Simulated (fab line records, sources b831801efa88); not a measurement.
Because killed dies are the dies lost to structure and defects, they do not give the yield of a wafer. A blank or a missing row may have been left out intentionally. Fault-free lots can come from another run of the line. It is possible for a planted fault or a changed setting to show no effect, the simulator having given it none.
Which of the tools did it? | flow gf180mcu | 72 wafers from 24 lots sampled at 3 of the route's 602 steps

== WHAT THE GAUGES READ, wafer by wafer ==
GF_V1_THK_MEAS_01. Usual: for V1_CVD_00_THK the level is 605 nm and the standard deviation is 6.1.
lot  | measured     | on            | V1_CVD_00_THK (nm) | flag
L074 | day 17 02:16 | film_metro-02 | 603 604 601        |
L075 | day 17 09:06 | film_metro-02 | 601 596 595        |
L076 | day 17 20:18 | film_metro-02 | 606 607 602        |
L077 | day 18 04:04 | film_metro-02 | 598 602 599        |
L078 | day 18 15:24 | film_metro-02 | 602 595 600        |
L079 | day 18 23:20 | film_metro-03 | 605 609 619        |
L080 | day 19 11:37 | film_metro-03 | 604 603 612        |
L081 | day 19 22:11 | film_metro-04 | 594 597 601        |
L082 | day 20 07:38 | film_metro-04 | 602 608 608        |
L083 | day 20 18:53 | film_metro-04 | 610 598 605        |
L084 | day 20 23:08 | film_metro-02 | 615 605 611        |
L085 | day 21 15:04 | film_metro-04 | 606 604 611        |
L086 | day 22 00:46 | film_metro-04 | 615 602 603        |
L087 | day 22 06:17 | film_metro-02 | 602 605 613        |
L088 | day 22 10:56 | film_metro-02 | 610 612 606        |
L089 | day 22 20:41 | film_metro-02 | 610 611 619        |
L090 | day 23 04:56 | film_metro-04 | 606 610 612        |
L091 | day 23 11:56 | film_metro-04 | 610 609 611        |
L092 | day 23 19:17 | film_metro-02 | 606 611 609        |
L093 | day 24 04:05 | film_metro-02 | 595 591 595        |
L094 | day 24 12:20 | film_metro-04 | 596 600 595        |
L095 | day 24 19:17 | film_metro-04 | 615 605 608        |
L096 | day 25 02:11 | film_metro-03 | 608 602 611        |
L097 | day 25 11:26 | film_metro-02 | 609 605 601        |

GF_M2_RS_MEAS_05: a four-point-probe measurement. Usual: for M2_ALCU_RS the level is 0.0697 ohm/sq and the standard deviation is 0.00079.
lot  | measured     | on            | M2_ALCU_RS (ohm/sq)  | flag
L074 | day 18 03:32 | film_metro-02 | 0.0699 0.0695 0.0681 |
L075 | day 18 11:24 | film_metro-02 | 0.0702 0.0698 0.0700 |
L076 | day 18 22:20 | film_metro-04 | 0.0700 0.0699 0.0702 |
L077 | day 19 06:55 | film_metro-01 | 0.0708 0.0707 0.0700 |
L078 | day 19 18:19 | film_metro-02 | 0.0702 0.0706 0.0705 |
L079 | day 20 01:27 | film_metro-02 | 0.0697 0.0706 0.0702 |
L080 | day 20 14:00 | film_metro-01 | 0.0696 0.0699 0.0694 |
L081 | day 21 00:53 | film_metro-02 | 0.0703 0.0695 0.0686 |
L082 | day 21 09:56 | film_metro-02 | 0.0695 0.0694 0.0688 |
L083 | day 21 21:26 | film_metro-04 | 0.0695 0.0689 0.0695 |
L084 | day 22 00:59 | film_metro-01 | 0.0704 0.0700 0.0706 |
L085 | day 22 16:31 | film_metro-01 | 0.0689 0.0705 0.0699 |
L086 | day 23 02:24 | film_metro-02 | 0.0704 0.0712 0.0712 |
L087 | day 23 07:58 | film_metro-02 | 0.0702 0.0702 0.0705 |
L088 | day 23 12:53 | film_metro-02 | 0.0703 0.0691 0.0703 |
L089 | day 23 21:37 | film_metro-04 | 0.0690 0.0687 0.0696 |
L090 | day 24 05:20 | film_metro-04 | 0.0683 0.0681 0.0687 |
L091 | day 24 12:25 | film_metro-02 | 0.0697 0.0699 0.0700 |
L092 | day 24 20:14 | film_metro-02 | 0.0704 0.0693 0.0685 |
L093 | day 25 04:26 | film_metro-02 | 0.0698 0.0698 0.0696 |
L094 | day 25 12:48 | film_metro-01 | 0.0686 0.0676 0.0682 |
L095 | day 25 19:34 | film_metro-01 | 0.0701 0.0711 0.0694 |
L096 | day 26 01:13 | film_metro-02 | 0.0699 0.0701 0.0699 |
L097 | day 26 11:48 | film_metro-01 | 0.0710 0.0720 0.0705 |

GF_V2_OVL_MEAS_15. Usual: for V2_OVL the level is -2 nm and the standard deviation is 4.9.
lot  | measured     | on         | V2_OVL (nm) | flag
L074 | day 20 04:43 | overlay-02 | -5 1 -7     |
L075 | day 20 14:07 | overlay-02 | -4 -8 -3    |
L076 | day 20 23:59 | overlay-02 | -3 5 -10    |
L077 | day 21 09:22 | overlay-01 | -4 -6 7     |
L078 | day 21 20:16 | overlay-02 | -2 -6 2     |
L079 | day 22 02:35 | overlay-02 | -1 2 -3     |
L080 | day 22 14:30 | overlay-02 | 3 0 4       |
L081 | day 23 01:39 | overlay-01 | -7 -6 -5    |
L082 | day 23 09:55 | overlay-02 | -1 -3 -4    |
L083 | day 23 21:10 | overlay-01 | -4 -6 3     |
L084 | day 23 23:38 | overlay-01 | 5 0 3       |
L085 | day 24 15:05 | overlay-01 | -15 2 -9    |
L086 | day 25 00:36 | overlay-02 | 3 -3 0      |
L087 | day 25 05:31 | overlay-02 | 0 -4 3      |
L088 | day 25 10:29 | overlay-01 | -2 -8 -5    |
L089 | day 25 19:27 | overlay-02 | 2 5 -5      |
L090 | day 26 02:16 | overlay-02 | -5 -9 -3    |
L091 | day 26 08:53 | overlay-02 | -4 -4 -7    |
L092 | day 26 16:25 | overlay-01 | 1 1 -7      |
L093 | day 26 22:36 | overlay-01 | 0 3 9       |
L094 | day 27 08:07 | overlay-01 | 0 3 -3      |
L095 | day 27 13:41 | overlay-01 | -6 5 -6     |
L096 | day 27 19:09 | overlay-02 | -6 -8 -9    |
L097 | day 28 06:33 | overlay-01 | -4 9 -5     |

== TOOL THAT RAN EACH LOT (tool first, then ch and the chambers of the sampled wafers, then the start) ==
No process step before these readings appears in the record.

== AS READ BY THE TOOLS THEMSELVES (means over the sampled wafers that have a number; for cases with no such wafer, the mark the record gives instead) ==
The record holds no such reading with a usual standard deviation.

== THE ANSWER, worked out from the rows above alone ==
Rule: a lot counts as off when the mean over its wafers that have a number is more than 3 standard deviations away from the usual mean. Also off: a lot with no number at a reading for which 4 or more lots have one. All remaining lots with rows at the step are treated as sound. First the gauges in route order, then the tools' own readings, where a lot's mean is used as printed above. At the first step where some lot is off, the reading lying furthest off is the one used; lots without a number count as furthest.
Nothing can be told from this: no lot is off at any reading shown.

== WHAT THE SIMULATOR HAD INSERTED ==
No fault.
